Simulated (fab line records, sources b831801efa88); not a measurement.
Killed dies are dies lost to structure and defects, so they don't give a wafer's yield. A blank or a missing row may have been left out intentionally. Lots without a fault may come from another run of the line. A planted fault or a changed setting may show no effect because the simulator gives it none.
Matching of chambers    flow sky130    pecvd-04 running SKY_CAPM_CVD_00: 3 sister chambers
The step deposits SiO2, target thk 15.5 nm. 3 wafers are shown with their chamber, then 8 later ones without.

## WAFERS PAIRED WITH THEIR CHAMBERS
wafer   chamber  heater_power_w (W)
L086.3  1        663
L086.5  2        696
L088.2  0        607

## WAFERS WITH NO CHAMBER GIVEN
wafer   heater_power_w (W)
L088.4  600
L088.5  632
L091.2  674
L091.3  657
L091.5  689
L097.2  575
L097.4  615
L097.6  577

## WHICH CHAMBER EACH ONE RAN IN
wafer    from the rows above       in truth
L088.4   0                         0
L088.5   can't be placed: 0 or 1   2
L091.2   can't be placed: 1 or 2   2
L091.3   can't be placed: 1 or 2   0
L091.5   can't be placed: 2 or 1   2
L097.2   0                         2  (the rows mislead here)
L097.4   0                         0
L097.6   0                         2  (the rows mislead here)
Placed correctly: 2 of 8. Not placeable from these rows: 4 (in 2, the candidates include the true chamber). Placed wrongly: 2.
How it was worked out, from the rows above alone: a wafer's distance from a chamber is the root of the sum, over the readings, of the square of ((its reading less the chamber's mean) divided by the reading's scatter). If the next closest chamber is less than 2 further off than the closest, the wafer can't be placed; otherwise it belongs to the closest. The mean given for a chamber averages the wafers shown for that chamber. The scatter (one wafer shown for each chamber): square how far every hidden wafer sits from the nearest shown wafer, average those squares and take the square root.
